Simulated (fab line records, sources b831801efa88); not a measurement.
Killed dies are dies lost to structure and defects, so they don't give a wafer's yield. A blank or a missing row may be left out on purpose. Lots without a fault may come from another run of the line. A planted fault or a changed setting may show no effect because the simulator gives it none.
Which tool did it? | flow gf180mcu | 13 lots, 39 wafers sampled, at 4 steps of a route of 602

WHAT THE GAUGES READ, wafer by wafer
GF_DNWELL_TW_MEAS_09. Usual: DNWELL_TW 1360, standard deviation 11.
lot  | measured    | on            | DNWELL_TW      | flag
L816 | day 3 05:01 | film_metro-03 | 1345 1346 1341 |
L818 | day 3 09:17 | film_metro-01 | 1369 1367 1366 |
L819 | day 3 22:51 | film_metro-01 | 1367 1362 1369 |
L820 | day 4 01:32 | film_metro-03 | 1336 1336 1341 |
L823 | day 4 18:42 | film_metro-01 | 1361 1366 1370 |
L825 | day 5 04:04 | film_metro-04 | 1379 1380 1375 |
L826 | day 5 08:14 | film_metro-01 | 1350 1349 1348 |
L827 | day 5 11:50 | film_metro-03 | 1342 1357 1356 |
L828 | day 5 18:14 | film_metro-01 | 1369 1366 1373 |
L829 | day 6 02:09 | film_metro-01 | 1361 1361 1360 |
L830 | day 6 03:13 | film_metro-03 | 1356 1355 1366 |
L837 | day 7 16:04 | film_metro-01 | 1367 1366 1361 |
L838 | day 7 19:49 | film_metro-01 | 1373 1371 1375 |

GF_LVPWELL_OVL_MEAS_07. Usual: LVPWELL_OVL 0.2 nm, standard deviation 1.4.
lot  | measured    | on         | LVPWELL_OVL (nm) | flag
L816 | day 4 05:46 | overlay-01 | 0.4 -0.5 -0.4    |
L818 | day 4 11:16 | overlay-02 | -2.7 -1.5 -0.7   |
L819 | day 5 01:51 | overlay-01 | 0.8 0.5 1.1      |
L820 | day 5 05:25 | overlay-02 | 2.2 2.2 1.5      |
L823 | day 6 00:37 | overlay-01 | 0.5 0.0 0.7      |
L825 | day 6 10:05 | overlay-02 | -0.3 0.1 -0.3    |
L826 | day 6 14:36 | overlay-02 | -0.8 -0.8 0.2    |
L827 | day 6 18:23 | overlay-01 | 2.1 0.4 2.1      |
L828 | day 7 00:57 | overlay-01 | 1.5 1.4 2.4      |
L829 | day 7 09:27 | overlay-02 | -1.5 -0.2 -0.8   |
L830 | day 7 09:44 | overlay-01 | -0.6 0.2 0.0     |
L837 | day 9 01:09 | overlay-02 | 0.1 -2.8 -1.8    |
L838 | day 9 04:22 | overlay-01 | 0.7 1.8 1.2      |

GF_VT_IMPLANT_TW_MEAS_21. Usual: VT_IMPLANT_2_TW 1218, standard deviation 11.
lot  | measured     | on            | VT_IMPLANT_2_TW | flag
L816 | day 6 16:41  | film_metro-04 | 1231 1224 1227  |
L818 | day 6 21:04  | film_metro-04 | 1227 1218 1223  |
L819 | day 7 15:28  | film_metro-02 | 1204 1211 1208  |
L820 | day 7 18:54  | film_metro-04 | 1225 1231 1226  |
L823 | day 8 17:43  | film_metro-04 | 1230 1225 1224  |
L825 | day 9 02:29  | film_metro-01 | 1226 1230 1232  |
L826 | day 9 06:50  | film_metro-02 | 1194 1198 1200  |
L827 | day 9 13:10  | film_metro-01 | 1290 1290 1286  | OFF
L828 | day 9 19:53  | film_metro-02 | 1198 1200 1199  |
L829 | day 10 05:30 | film_metro-01 | 1286 1291 1293  | OFF
L830 | day 10 05:49 | film_metro-02 | 1197 1201 1197  |
L837 | day 12 00:59 | film_metro-02 | 1219 1213 1224  |
L838 | day 12 04:46 | film_metro-01 | 1237 1235 1233  |

WHICH TOOL RAN EACH LOT (tool, then ch and the chambers of the sampled wafers, then the start)
lot  | GF_VT_IMPLANT_IMPLANT_19
L816 | implanter-01 ch 0, day 6 16:28
L818 | implanter-02 ch 0, day 6 20:49
L819 | implanter-02 ch 0, day 7 15:13
L820 | implanter-03 ch 0, day 7 18:39
L823 | implanter-03 ch 0, day 8 17:28
L825 | implanter-03 ch 0, day 9 02:14
L826 | implanter-03 ch 0, day 9 06:35
L827 | implanter-03 ch 0, day 9 12:57
L828 | implanter-02 ch 0, day 9 19:40
L829 | implanter-03 ch 0, day 10 05:15
L830 | implanter-02 ch 0, day 10 05:34
L837 | implanter-01 ch 0, day 12 00:46
L838 | implanter-02 ch 0, day 12 04:31
- GF_VT_IMPLANT_IMPLANT_19

WHAT THE TOOLS THEMSELVES READ (means of the sampled wafers that have a number; where no wafer has one, the mark that the record gives instead)
GF_VT_IMPLANT_IMPLANT_19. Usual: beam_energy_keV 100.00, standard deviation 0.033; tilt_deg 6.997 degrees, standard deviation 0.02.
lot  | tool         | beam_energy_keV | tilt_deg (degrees) | flag
L816 | implanter-01 | 100.00          | 6.984              |
L818 | implanter-02 | 99.97           | 7.007              |
L819 | implanter-02 | 99.99           | 6.990              |
L820 | implanter-03 | 99.97           | 7.004              |
L823 | implanter-03 | 100.00          | 6.988              |
L825 | implanter-03 | 100.01          | 6.991              |
L826 | implanter-03 | 99.99           | 6.979              |
L827 | implanter-03 | 120.93          | 6.989              | OFF
L828 | implanter-02 | 100.02          | 7.007              |
L829 | implanter-03 | 120.95          | 6.982              | OFF
L830 | implanter-02 | 99.98           | 6.990              |
L837 | implanter-01 | 100.03          | 7.040              |
L838 | implanter-02 | 99.97           | 7.005              |

THE ANSWER, worked out from the rows above alone
Rule: a lot is off if the mean of its wafers that have a number lies more than 3 standard deviations from the usual mean. A lot without any number at a reading at which 4 lots or more have one is off too. The other lots that the step has rows for count as sound. The gauges are gone through in route order, then the tools' own readings, and for those a lot's mean is taken as printed above. The first step at which some lot is off is used, and at that step the reading that is off furthest; a lot without a number counts as furthest.
Off: L827, L829, at GF_VT_IMPLANT_TW_MEAS_21 (VT_IMPLANT_2_TW).
A tool fits if, at a process step before that reading, it ran every lot that is off, and no sound lot after the first of them. The gauges at GF_VT_IMPLANT_TW_MEAS_21 aren't tried: what is off there is off at GF_VT_IMPLANT_IMPLANT_19 too, on other tools, and a gauge's error can't cause that. One fits: implanter-03 at GF_VT_IMPLANT_IMPLANT_19. Its last sound lot is L826 (day 9 06:35), its first lot that is off L827 (day 9 12:57): a fault that began between those two fits.
The tool's own readings at GF_VT_IMPLANT_IMPLANT_19 bear it out: on the lots that are off they differ by more than 5 times the standard deviation of the sound lots' means. beam_energy_keV reads 120.94 there against 99.99 on the sound lots.

WHAT THE SIMULATOR HAD PUT IN
Process parameter drift: implanter-03, from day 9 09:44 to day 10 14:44, at GF_VT_IMPLANT_IMPLANT_19. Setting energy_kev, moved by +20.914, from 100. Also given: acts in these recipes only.
Lots struck among those shown: L827, L829. The rule above found the same.
